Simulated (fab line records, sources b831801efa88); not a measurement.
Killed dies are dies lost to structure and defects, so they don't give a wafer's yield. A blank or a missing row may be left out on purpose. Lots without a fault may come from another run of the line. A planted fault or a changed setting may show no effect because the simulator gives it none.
Problem report in the 8D (eight disciplines) form, filled by code | flow sky130 | the parts of the form that need people (team, actions taken, sign-off) are left out

1. THE PROBLEM
oes_product_au at SKY_METAL5_METAL_ETCH_15 reads a mean of 0.740 a.u. on 1 wafer of 1 lot; wafers without a fault read 0.893 a.u. with a standard deviation of 0.0053. That is -29 standard deviations from the usual mean.
The step: etches the open film in Cl2/BCl3, stops on SiO2, target depth 1260 nm, time 252 s.
First seen on wafer L797.1, day 48 09:09, on rie_metal-02. The record holds 39 wafers of 13 lots with a number at this step. Rule for "out", or "out of limits": more than 4 standard deviations from the usual mean. The other wafers with a number count as sound.

2. WHAT IT IS AND WHAT IT IS NOT
question                    | is                | is not
which readings at this step | oes_product_au    | drypump_motor_current_A, throttle_valve_pct
which lots                  | L797              | L779, L780, L782, L783, L784, L785, L787, L788, L789, L790, L796, L802
which wafers of those lots  | L797.1            | L797.3, L797.6
read on which tools         | rie_metal-02      | rie_metal-03, rie_metal-04
when                        | from day 48 09:09 | up to then (35 sound wafers); but 3 sound wafers of L802 came after

3. SUSPECTS, AND WHAT RULES EACH OUT
Counting: a tool at a process step up to the reading stays a suspect if it ran every lot that is out. Sound lots after the first of them don't rule it out here, since some wafers of a struck lot are sound.
- plasma_asher-02 at SKY_METAL4_STRIP_19 (strips in O2/N2): kept. It ran the lot that is out, L797 (day 46 15:42); its last sound lot up to then is L787 (day 44 01:22).
- pvd_sputter-04 at SKY_VIA4_SPUTTER_17 (material TiN, target thk 20 nm, time 80 s): kept. It ran the lot that is out, L797 (day 47 13:05); its last sound lot up to then is L796 (day 47 09:29).
- rie_metal-02 at SKY_METAL5_METAL_ETCH_15 (etches the open film in Cl2/BCl3, stops on SiO2, target depth 1260 nm, time 252 s): kept. It ran the lot that is out, L797 (day 48 09:09); its last sound lot up to then is L796 (day 48 05:01). Its own readings are out on those wafers: oes_product_au.
- Within rie_metal-02 at SKY_METAL5_METAL_ETCH_15: the wafers that are out ran in chamber 0; their sound lot-mates ran in chamber 1.
Left after counting: plasma_asher-02 at SKY_METAL4_STRIP_19, pvd_sputter-04 at SKY_VIA4_SPUTTER_17, rie_metal-02 at SKY_METAL5_METAL_ETCH_15.

4. THE CAUSE (what the simulator had put in)
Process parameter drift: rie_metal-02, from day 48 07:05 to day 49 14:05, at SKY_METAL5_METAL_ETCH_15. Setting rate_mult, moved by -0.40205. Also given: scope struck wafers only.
Counting left 3 suspects, and this tool is among them.

5. THE CHAIN OF EFFECTS, in route order
Each row: a reading whose mean over the struck wafers that have a number lies more than 3 standard deviations from the usual. Only readings for which the record gives a usual standard deviation are gone through. hours: the time from each lot's start at the first step in this table that gives one to its start at this step, as a median over the lots. sigmas: the change in usual standard deviations.
hours | step                     | reading                  | usual      | on struck wafers | change | sigmas
0     | SKY_METAL5_METAL_ETCH_15 | oes_product_au           | 0.893 a.u. | 0.740            | -0.153 | -29
0     | SKY_METAL5_STRIP_16      | strip_time_to_endpoint_s | 13.10 s    | 16.60            | +3.50  | +22
The process steps in it:
- SKY_METAL5_METAL_ETCH_15: etches the open film in Cl2/BCl3, stops on SiO2, target depth 1260 nm, time 252 s.
- SKY_METAL5_STRIP_16: strips in O2/N2.

6. WHAT WOULD HAVE CAUGHT IT SOONER
In this record the first reading out of limits was taken at day 48 09:09, 2 hours after the fault began at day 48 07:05.
